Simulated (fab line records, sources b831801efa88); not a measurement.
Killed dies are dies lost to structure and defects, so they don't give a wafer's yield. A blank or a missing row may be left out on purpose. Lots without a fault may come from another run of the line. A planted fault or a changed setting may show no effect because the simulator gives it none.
fab line records | flow gf180mcu
record lots=12 wafers=36 last_day=35
route steps=602 shown STI@4 CONTACT@309 M1@316 V1@360
lots that met no fault: from a run of the same line without faults
start_h: hours from the record's first day to the start of the lot's first wafer shown | wait_h: hours since the lot's step before | " the same as in the row above | L1.1+2: a row that stands for several wafers | - no value, or no start given | * or withheld: withheld | < > ~ a bound
route shown NAME@n: a module of which the file shows steps, and the number in the route of the first | usual: mean/standard deviation of fault-free wafers | same: alike in all rows | chamber/n: place in a boat | sites: the reading at each site | _std_site: their standard deviation | _edge_site: outer sites' mean less inner sites' | radius_mm: how far each site lies from the wafer's centre | mask NAME#n: copy n | behind: the tool/chamber that last shaped the wafer | hold: why the lot was held/for how many hours/how that ended | device: the transistor (n, p or np) that didn't switch | end of line: the same wafers' tests at the end of the route | a step without rows: its recipe alone | killed: dies lost to structure and defects at the first sort, not the wafer's yield | map: a wafer's dies, x killed, . not, _ none there
set.NAME: the setting as run; set.NAME@STEP: as run at that earlier step | model.NAME: the simulator's own value behind a step, which no gauge read
steps of the route over a sample of lots; a table a step, a row a wafer
services: from which hour (start_h, from the record's first day; less than 0 if before it) a tool's chamber was out of use, for how many hours, and why
## steps
# step GF_STI_CVD_03
# recipe material=Si3N4 precursor=DCS/NH3 target_thk_nm=207.16 temp_c=770 time_s=3551 pressure_mtorr=250
# columns lot.wafer tool chamber start_h wait_h
L672.2+3+5 lpcvd-01 0 16.57 0.0
L674.1+5+6 lpcvd-01 0 26.57 0.1
L675.2+3+5 lpcvd-01 0 32.08 0.0
L677.1+2+4 lpcvd-01 1 44.53 0.1
L678.1+2+5 lpcvd-02 0 47.79 0.1
L680.3+4+6 lpcvd-01 1 56.57 0.0
L682.2+3+4 lpcvd-01 0 66.57 0.0
L685.1+2+4 lpcvd-01 0 83.73 0.1
L687.3+4+5 lpcvd-01 1 93.99 0.1
L688.2+4+6 lpcvd-02 1 98.23 0.0
L689.1+2+6 lpcvd-02 1 101.57 0.1
L694.1+3+4 lpcvd-02 1 127.50 1.0
# step GF_STI_THK_MEAS_04
# recipe reads=Si3N4_of_STI_CVD_03
# usual STI_CVD_03_THK=205.7/2.1
# columns lot.wafer tool chamber start_h wait_h STI_CVD_03_THK[nm]
L672.2 film_metro-01 - 18.57 0.0 205.6
L672.3 " - " " 206.3
L672.5 " - " " 205.8
L674.1 film_metro-03 - 28.56 0.0 207.7
L674.5 " - " " 206.0
L674.6 " - " " 207.5
L675.2 film_metro-04 - 34.08 0.0 202.7
L675.3 " - " " 205.2
L675.5 " - " " 205.4
L677.1 film_metro-03 - 46.51 0.0 204.8
L677.2 " - " " 205.5
L677.4 " - " " 208.1
L678.1 film_metro-04 - 49.78 0.0 204.7
L678.2 " - " " 204.4
L678.5 " - " " 205.0
L680.3 film_metro-03 - 58.58 0.0 203.3
L680.4 " - " " 203.3
L680.6 " - " " 204.2
L682.2 film_metro-04 - 68.57 0.0 204.3
L682.3 " - " " 204.3
L682.4 " - " " 205.2
L685.1 film_metro-03 - 85.71 0.0 150.0
L685.2 " - " " 151.3
L685.4 " - " " 151.5
L687.3 film_metro-04 - 96.00 0.0 149.9
L687.4 " - " " 149.7
L687.5 " - " " 151.0
L688.2 film_metro-01 - 100.22 0.0 206.8
L688.4 " - " " 207.2
L688.6 " - " " 205.8
L689.1 film_metro-01 - 103.56 0.0 208.5
L689.2 " - " " 207.9
L689.6 " - " " 206.0
L694.1 film_metro-01 - 129.49 0.0 206.1
L694.3 " - " " 206.9
L694.4 " - " " 207.3
# step GF_STI_ETCH_13
# recipe chemistry=CHF3/O2 stop_on=Si over_etch_frac=0.3 target_depth_a=2823.1 source_w=600 bias_w=200 pressure_mtorr=40 chf3_flow_sccm=50 O2_flow_sccm=5 time_s=112.9
# usual O2_flow_sccm=4.998/0.016 chf3_flow_sccm=49.99/0.15 drypump_motor_current_A=5.5/0.57 oes_product_au=0.829/0.0068 rf_fwd_power_W=596.1/2.2 throttle_valve_pct=8.811/0.0091
# columns lot.wafer tool chamber start_h wait_h O2_flow_sccm chf3_flow_sccm drypump_motor_current_A oes_product_au rf_fwd_power_W rf_hours_counter_h throttle_valve_pct
L672.2 rie_diel-03 2 31.26 0.1 4.986 49.92 4.8 0.826 599.3 43 8.821
L672.3 " 0 " " 5.016 50.09 6.5 0.827 595.9 32 8.832
L672.5 " 1 " " 4.981 50.26 5.8 0.829 594.7 - 8.819
L674.1 rie_diel-02 3 41.79 0.1 5.016 49.97 5.5 0.837 597.6 124 8.810
L674.5 " 1 " " 5.002 49.97 4.7 0.831 600.3 - 8.802
L674.6 " 0 " " 5.014 50.09 5.7 0.839 596.2 - 8.799
L675.2 rie_diel-01 3 46.24 0.1 5.011 50.07 5.1 0.832 597.2 105 8.821
L675.3 " 1 " " 4.982 49.87 6.5 0.827 593.9 131 8.809
L675.5 " 1 " " 4.978 50.02 6.5 0.827 593.9 - 8.808
L677.1 rie_diel-02 2 59.30 0.1 5.001 50.00 4.9 0.829 594.1 9 8.802
L677.2 " 1 " " 5.010 50.04 4.7 0.825 598.0 63 8.805
L677.4 " 0 " " 4.957 50.01 5.7 0.835 597.4 73 8.827
L678.1 rie_diel-01 0 64.04 0.1 5.011 50.10 5.5 0.817 598.0 1 8.806
L678.2 " 2 " " 5.007 50.12 5.4 0.824 597.6 136 8.811
L678.5 " 2 " " 5.006 50.00 5.4 0.833 598.0 - 8.813
L680.3 rie_diel-02 2 71.80 0.1 5.002 50.04 4.9 0.824 594.0 9 8.815
L680.4 " 1 " " 5.005 50.19 4.7 0.825 600.0 64 8.815
L680.6 " 2 " " 4.997 49.95 4.9 0.826 591.6 - 8.810
L682.2 rie_diel-02 1 81.59 0.1 4.982 50.09 4.7 0.823 598.0 64 8.800
L682.3 " 3 " " 5.010 50.00 5.5 0.830 598.8 126 8.809
L682.4 " 2 " " 4.990 50.05 5.0 0.829 594.8 10 8.801
L685.1 rie_diel-03 0 99.65 0.1 4.995 49.93 6.5 0.701 598.2 34 8.779
L685.2 " 3 " " 5.008 50.07 5.5 0.705 597.0 104 8.769
L685.4 " 2 " " 5.017 50.04 4.8 0.714 596.0 46 8.780
L687.3 rie_diel-02 3 110.00 0.1 5.012 49.93 5.5 0.710 595.3 127 8.800
L687.4 " 1 " " 4.990 49.90 4.7 0.710 595.7 65 8.775
L687.5 " 3 " " 5.017 50.30 5.5 0.704 595.7 - 8.757
L688.2 rie_diel-03 1 114.40 0.1 4.997 49.83 5.8 0.832 594.9 16 8.816
L688.4 " 2 " " 4.977 49.85 4.8 0.834 598.3 46 8.790
L688.6 " 1 " " 5.017 49.72 5.8 0.835 594.3 - 8.821
L689.1 rie_diel-01 1 118.41 0.1 5.009 50.05 6.5 0.835 595.1 133 8.820
L689.2 " 0 " " 5.014 50.13 5.5 0.841 593.2 2 8.814
L689.6 " 1 " " 4.982 50.07 6.5 0.834 594.0 - 8.790
L694.1 rie_diel-02 1 144.70 0.1 5.003 50.02 4.7 0.832 597.1 66 8.813
L694.3 " 2 " " 4.982 49.96 4.9 0.830 593.4 12 8.818
L694.4 " 3 " " 4.984 49.83 5.5 0.828 595.2 128 8.808
# step GF_CONTACT_SPUTTER_22
# recipe material=Ti target_thk_nm=15 chamber_pressure_pa=5 power_w=2500 substrate_temp_c=200 time_s=80.02
# usual throttle_valve_pct=29.7/0.87
# columns lot.wafer tool chamber start_h wait_h throttle_valve_pct
L672.2 pvd_sputter-02 - 377.33 0.0 30.9
L672.3 " - " " 29.1
L672.5 " - " " 29.2
L674.1 pvd_sputter-04 - 405.10 0.0 29.8
L674.5 " - " " 29.0
L674.6 " - " " 29.5
L675.2 pvd_sputter-01 - 406.78 0.0 29.1
L675.3 " - " " 30.2
L675.5 " - " " 28.7
L677.1 pvd_sputter-01 - 433.18 0.0 30.3
L677.2 " - " " 30.4
L677.4 " - " " 30.5
L678.1 pvd_sputter-01 - 437.70 0.0 30.5
L678.2 " - " " 30.5
L678.5 " - " " 30.6
L680.3 pvd_sputter-02 - 448.83 0.0 30.9
L680.4 " - " " 29.3
L680.6 " - " " 29.4
L682.2 pvd_sputter-04 - 467.75 0.0 31.2
L682.3 " - " " 30.0
L682.4 " - " " 29.8
L685.1 pvd_sputter-01 - 499.01 0.0 30.4
L685.2 " - " " 29.0
L685.4 " - " " 30.2
L688.2 pvd_sputter-01 - 523.73 0.0 30.4
L688.4 " - " " 28.9
L688.6 " - " " 28.9
L687.3 pvd_sputter-02 - 524.30 0.0 29.9
L687.4 " - " " 29.4
L687.5 " - " " 30.9
L689.1 pvd_sputter-01 - 532.00 0.0 30.4
L689.2 " - " " 30.5
L689.6 " - " " 30.4
L694.1 pvd_sputter-02 - 573.40 0.0 28.4
L694.3 " - " " 31.1
L694.4 " - " " 29.4
# step GF_M1_SPUTTER_01
# recipe material=TiN target_thk_nm=30 power_w=6500 time_s=25 chamber_pressure_pa=0.4
# usual throttle_valve_pct=30.2/0.81
# columns lot.wafer tool chamber start_h wait_h throttle_valve_pct
L672.2 pvd_sputter-04 - 378.11 0.1 29.8
L672.3 " - " " 31.2
L672.5 " - " " 29.1
L674.1 pvd_sputter-03 - 406.09 0.1 30.8
L674.5 " - " " 29.9
L674.6 " - " " 30.7
L675.2 pvd_sputter-04 - 407.56 0.1 29.6
L675.3 " - " " 29.7
L675.5 " - " " 29.4
L677.1 pvd_sputter-01 - 433.96 0.1 30.4
L677.2 " - " " 28.8
L677.4 " - " " 30.7
L678.1 pvd_sputter-04 - 438.48 0.1 31.2
L678.2 " - " " 29.7
L678.5 " - " " 30.9
L680.3 pvd_sputter-03 - 449.61 0.1 30.0
L680.4 " - " " 30.2
L680.6 " - " " 30.0
L682.2 pvd_sputter-04 - 468.53 0.1 31.4
L682.3 " - " " 29.3
L682.4 " - " " 30.0
L685.1 pvd_sputter-03 - 499.79 0.1 30.0
L685.2 " - " " 30.2
L685.4 " - " " 31.9
L688.2 pvd_sputter-03 - 524.51 0.1 32.0
L688.4 " - " " 29.9
L688.6 " - " " 30.4
L687.3 pvd_sputter-01 - 525.11 0.1 30.6
L687.4 " - " " 30.5
L687.5 " - " " 29.1
L689.1 pvd_sputter-03 - 532.78 0.1 31.7
L689.2 " - " " 29.9
L689.6 " - " " 32.1
L694.1 pvd_sputter-01 - 575.82 0.1 30.4
L694.3 " - " " 30.2
L694.4 " - " " 30.4
# step GF_V1_THK_MEAS_25
# recipe thk_meas_gauge=xrf reads=W_of_V1_CVD_23
# usual V1_W_THK=346/5.4
# columns lot.wafer tool chamber start_h wait_h V1_W_THK[nm]
L672.2 film_metro-04 - 428.79 0.1 344
L672.3 " - " " 341
L672.5 " - " " 341
L674.1 film_metro-01 - 458.11 0.1 349
L674.5 " - " " 353
L674.6 " - " " 350
L675.2 film_metro-01 - 458.82 0.1 344
L675.3 " - " " 345
L675.5 " - " " 346
L677.1 film_metro-03 - 485.82 0.1 342
L677.2 " - " " 350
L677.4 " - " " 348
L678.1 film_metro-01 - 490.02 0.1 344
L678.2 " - " " 348
L678.5 " - " " 347
L680.3 film_metro-04 - 501.28 0.1 340
L680.4 " - " " 342
L680.6 " - " " 345
L682.2 film_metro-03 - 519.84 0.1 353
L682.3 " - " " 350
L682.4 " - " " 353
L685.1 film_metro-03 - 549.53 0.1 347
L685.2 " - " " 348
L685.4 " - " " 349
L688.2 film_metro-04 - 572.78 0.1 349
L688.4 " - " " 344
L688.6 " - " " 343
L687.3 film_metro-03 - 573.40 0.1 346
L687.4 " - " " 353
L687.5 " - " " 349
L689.1 film_metro-03 - 580.18 0.1 351
L689.2 " - " " 350
L689.6 " - " " 349
L694.1 film_metro-03 - 621.46 0.1 347
L694.3 " - " " 355
L694.4 " - " " 351
## services
# columns tool chamber start_h hours kind
rie_diel-02 1 18.05 1.8 repair
pvd_sputter-03 - 30.55 4.2 repair
rie_diel-02 - 113.67 0.5 repair
pvd_sputter-01 - 123.93 2.4 repair
lpcvd-01 - 176.65 0.8 pm
pvd_sputter-01 - 176.73 30.2 repair
rie_diel-02 1 189.00 4.5 repair
pvd_sputter-01 - 205.55 1.6 repair
pvd_sputter-01 - 270.06 7.3 repair
lpcvd-01 - 289.40 6.0 pm
pvd_sputter-01 - 291.30 3.8 repair
lpcvd-01 - 317.69 2.8 pm
rie_diel-02 - 341.99 1.9 repair
rie_diel-02 0 361.72 1.6 repair
pvd_sputter-01 - 372.16 1.6 repair
rie_diel-02 1 406.66 2.0 repair
rie_diel-02 0 417.42 5.1 repair
rie_diel-02 0 424.02 4.9 repair
rie_diel-02 2 442.14 46.9 repair
pvd_sputter-01 - 461.74 4.1 repair
rie_diel-02 - 469.47 0.5 repair
pvd_sputter-04 - 474.13 15.2 repair
pvd_sputter-04 - 491.82 46.0 repair
lpcvd-01 - 545.14 0.9 repair
## key
first_sign step=GF_STI_THK_MEAS_04 reading=STI_CVD_03_THK direction=down sigmas=27 usual=205.7 struck=150.6
effect step=GF_STI_ETCH_13 reading=oes_product_au direction=down sigmas=18 usual=0.829 struck=0.708
met_at GF_STI_CVD_03
struck_lots L685,L687
tester_left_out L685,L687
not_acting_at GF_CONTACT_SPUTTER_22,GF_M1_SPUTTER_01,GF_V1_THK_MEAS_25
onset_between 66.57 83.73
fault kind=process_parameter_drift tool=lpcvd-01 chamber=- onset_h=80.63 steps=GF_STI_CVD_03 channel=target_thk_nm offset=-55.322 shape=step end_h=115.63 acts_in=these_recipes_only stated=207.16
# tester_left_out: of these lots the tester's yield and bins aren't shown, on N5 and GAA mostly nor the transistor test; their killed dies are dies lost to structure and defects alone, not to doping, threshold or leakage, so they don't give the yield
